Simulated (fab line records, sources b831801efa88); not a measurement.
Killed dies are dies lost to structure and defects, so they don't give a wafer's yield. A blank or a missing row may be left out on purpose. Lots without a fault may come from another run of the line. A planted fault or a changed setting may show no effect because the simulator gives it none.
Which tool did it? | flow sky130 | 13 lots, 39 wafers sampled, at 3 steps of a route of 708

WHAT THE GAUGES READ, wafer by wafer
SKY_CONTACT_THK_MEAS_01.
lot  | measured     | on            | CONTACT_CVD_00_THK (nm)
L798 | day 30 15:31 | film_metro-03 | 74.0 75.4 75.9
L800 | day 31 04:06 | film_metro-02 | 75.2 75.9 74.1
L801 | day 31 10:38 | film_metro-01 | 74.8 75.4 76.4
L804 | day 32 12:38 | film_metro-01 | 74.8 75.6 76.5
L803 | day 32 18:02 | film_metro-03 | 74.4 74.8 75.3
L808 | day 34 03:42 | film_metro-02 | 74.9 73.9 75.6
L810 | day 34 19:41 | film_metro-03 | 74.7 74.3 76.2
L811 | day 35 04:41 | film_metro-03 | 74.5 75.6 75.3
L812 | day 35 05:04 | film_metro-02 | 73.7 75.6 75.1
L814 | day 36 01:20 | film_metro-01 | 73.7 75.4 74.3
L817 | day 36 19:46 | film_metro-01 | 74.3 75.1 75.9
L818 | day 37 08:27 | film_metro-01 | 75.3 75.9 76.5
L819 | day 37 11:04 | film_metro-03 | 75.1 76.2 74.7

SKY_CONTACT_THK_MEAS_03.
lot  | measured     | on            | CONTACT_HDPCVD_THK (nm)
L798 | day 30 15:38 | film_metro-01 | 564 562 566
L800 | day 31 04:13 | film_metro-01 | 564 563 560
L801 | day 31 10:45 | film_metro-02 | 566 571 569
L804 | day 32 12:46 | film_metro-02 | 568 569 579
L803 | day 32 18:10 | film_metro-01 | 559 560 556
L808 | day 34 03:50 | film_metro-03 | 558 560 562
L810 | day 34 19:49 | film_metro-02 | 555 560 555
L811 | day 35 04:49 | film_metro-02 | 569 561 565
L812 | day 35 05:11 | film_metro-02 | 562 571 559
L814 | day 36 01:28 | film_metro-03 | 566 564 565
L817 | day 36 19:54 | film_metro-02 | 564 564 566
L818 | day 37 08:35 | film_metro-03 | 557 568 563
L819 | day 37 11:11 | film_metro-02 | 561 559 565

WHICH TOOL RAN EACH LOT (tool, then ch and the chambers of the sampled wafers, then the start)
lot  | SKY_LI_CONTACT_STRIP_16
L798 | plasma_asher-04 ch 0, day 29 08:55
L800 | plasma_asher-01 ch 0,1, day 29 22:25
L801 | plasma_asher-01 ch 0,1, day 30 05:29
L804 | plasma_asher-02 ch 0,1, day 31 08:08
L803 | plasma_asher-02 ch 0,1, day 31 12:55
L808 | plasma_asher-02 ch 0,1, day 32 22:41
L810 | plasma_asher-01 ch 0,1, day 33 14:23
L811 | plasma_asher-02 ch 0,1, day 34 00:09
L812 | plasma_asher-01 ch 0,1, day 34 00:23
L814 | plasma_asher-02 ch 1, day 34 21:04
L817 | plasma_asher-04 ch 0,1, day 35 15:26
L818 | plasma_asher-01 ch 0,1, day 36 04:20
L819 | plasma_asher-04 ch 0,1, day 36 07:01
- SKY_LI_CONTACT_STRIP_16: strips in O2/N2.

WHAT THE TOOLS THEMSELVES READ (means of the sampled wafers that have a number; where no wafer has one, the mark that the record gives instead)
SKY_LI_CONTACT_STRIP_16.
lot  | tool            | drypump_motor_current_A (A) | oes_product_au (a.u.) | strip_time_to_endpoint_s (s)
L798 | plasma_asher-04 | 5.7                         | 0.376                 | 3.528
L800 | plasma_asher-01 | 6.4                         | 0.374                 | 3.528
L801 | plasma_asher-01 | 6.1                         | 0.376                 | 3.482
L804 | plasma_asher-02 | 5.2                         | 0.378                 | 3.501
L803 | plasma_asher-02 | 5.2                         | 0.379                 | 3.512
L808 | plasma_asher-02 | 5.2                         | 0.379                 | 3.522
L810 | plasma_asher-01 | 6.1                         | 0.374                 | 3.465
L811 | plasma_asher-02 | 5.2                         | 0.374                 | 3.475
L812 | plasma_asher-01 | 6.4                         | 0.374                 | 3.506
L814 | plasma_asher-02 | 5.1                         | 0.373                 | 3.490
L817 | plasma_asher-04 | 5.8                         | 0.381                 | 3.534
L818 | plasma_asher-01 | 6.5                         | 0.374                 | 3.506
L819 | plasma_asher-04 | 5.8                         | 0.377                 | 3.519

THE ANSWER, worked out from the rows above alone
Rule: what is usual is taken from the lots themselves. Put in order of their means at a reading, lots are off if they are a third of the lots or fewer, leave a main group of 4 or more, and stand apart from it by a gap of 3 or more times the standard deviation of the main group's means; of several such gaps the widest counts. A main group whose means are all the same, to the digits that the tables above print for the reading, isn't used. A lot without any number at a reading at which 4 lots or more have one is off too. The other lots that the step has rows for count as sound. The gauges are gone through in route order, then the tools' own readings, and for those a lot's mean is taken as printed above. The first step at which some lot is off is used, and at that step the reading that is off furthest; a lot without a number counts as furthest.
No lot is off at any reading shown: from this, nothing can be told.

WHAT THE SIMULATOR HAD PUT IN
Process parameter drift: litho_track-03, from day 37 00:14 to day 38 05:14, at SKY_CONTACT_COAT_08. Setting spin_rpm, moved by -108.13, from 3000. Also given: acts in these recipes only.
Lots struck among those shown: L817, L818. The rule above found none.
